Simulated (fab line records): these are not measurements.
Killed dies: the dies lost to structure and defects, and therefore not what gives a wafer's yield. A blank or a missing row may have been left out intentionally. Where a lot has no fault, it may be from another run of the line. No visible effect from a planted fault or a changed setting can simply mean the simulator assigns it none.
A struck lot beside a sound one + flow gf180mcu + 15 steps out of a route of 602
Sound: the wafers L602.1, L602.3, L602.4. Wafers struck: L598.1, L598.2, L598.4. Last of all comes the cause.
At each step with rows: each side's tool, then ch and its chambers, then its first start. Under that, the readings that differ: sound wafers + struck wafers + difference of the means + sigmas: that difference in standard deviations of wafers without a fault.
alike: words and numbers the same on both sides, and readings whose means are apart by under 2 such deviations; not compared: readings that were withheld, readings missing a value for some wafer, numbers with overlapping values and no deviation given by the record, and bounds like >300 which may hide the same value.
Wherever a step has rows on one side only, a row that says differs or no value, or a row with sigmas, the two part there. Numbers that don't overlap but have no deviation are shown without sigmas and don't part them. A reading that every wafer of one side lacks parts them only if that side has two wafers or more.

GF_V4_BOW_MEAS_05:
  sound on film-metro-01 at day 29 19:28; struck on film-metro-01 at day 29 03:53
  alike: V4_BOW
then, 8 steps without rows for these wafers: GF_V4_DEHYDRATE_06 (time 60 s); GF_V4_HMDS_07 (prime time 60 s); GF_V4_COAT_08; GF_V4_COAT_09 (resist thk 1000 nm); GF_V4_SOFTBAKE_10 (time 60 s); GF_V4_EXPOSE_11 (exposes mask Via4, target cd 260 nm); GF_V4_PEB_12 (peb time 90 s); GF_V4_DEVELOP_13 (develop time 60 s).
GF_V4_CD_MEAS_14: the cd target is 260 nm.
  sound on cd-sem-02 at day 30 13:56; struck on cd-sem-02 at day 29 22:53
  alike: cd-nm
GF_V4_OVL_MEAS_15:
  sound on overlay-02 at day 30 14:04; struck on overlay-02 at day 29 23:01
| reading     | sound   | struck  | difference | sigmas |
|-------------|---------|---------|------------|--------|
| V4_OVL (nm) | 4 -8 -1 | 11 5 14 | +12        | +2     |
GF_V4_ETCH_16: etches BARC in N2/H2.
  sound on rie-diel-01 ch 1,2,3, day 30 14:06; struck on rie-diel-03 ch 0,1,2, day 29 23:03
  alike: drypump-motor-current-A, oes-product-au, rf-fwd-power-W, throttle-valve-pct
GF_V4_ETCH_17: etches SiO2 in C4F8/O2/Ar, stops on TiN, target depth 630 nm.
  sound on rie-diel-01 ch 1,2,3, day 30 14:00; struck on rie-diel-03 ch 0,1,2, day 29 23:00
| reading            | sound          | struck         | difference | sigmas |
|--------------------|----------------|----------------|------------|--------|
| rf-fwd-power-W (W) | 1490 1488 1489 | 1247 1250 1248 | -241       | -51    |
  alike: oes-product-au
GF_V4_STRIP_18: strips in O2/N2.
  sound on plasma-asher-01 ch 0,1, day 30 14:14; struck on plasma-asher-04 ch 0,1, day 29 23:11
  alike: drypump-motor-current-A, heater-power-w, oes-product-au
  not compared: rf-hours-counter-h
GF_PASSIVATION_PROBE_99:
  the record has rows for the sound wafers here (prober-02, day 34 10:16) and none for the struck ones

## WHERE THEY PART
First at GF_V4_OVL_MEAS_15; last, within this record, at GF_PASSIVATION_PROBE_99.

WHY: what the simulator had put in
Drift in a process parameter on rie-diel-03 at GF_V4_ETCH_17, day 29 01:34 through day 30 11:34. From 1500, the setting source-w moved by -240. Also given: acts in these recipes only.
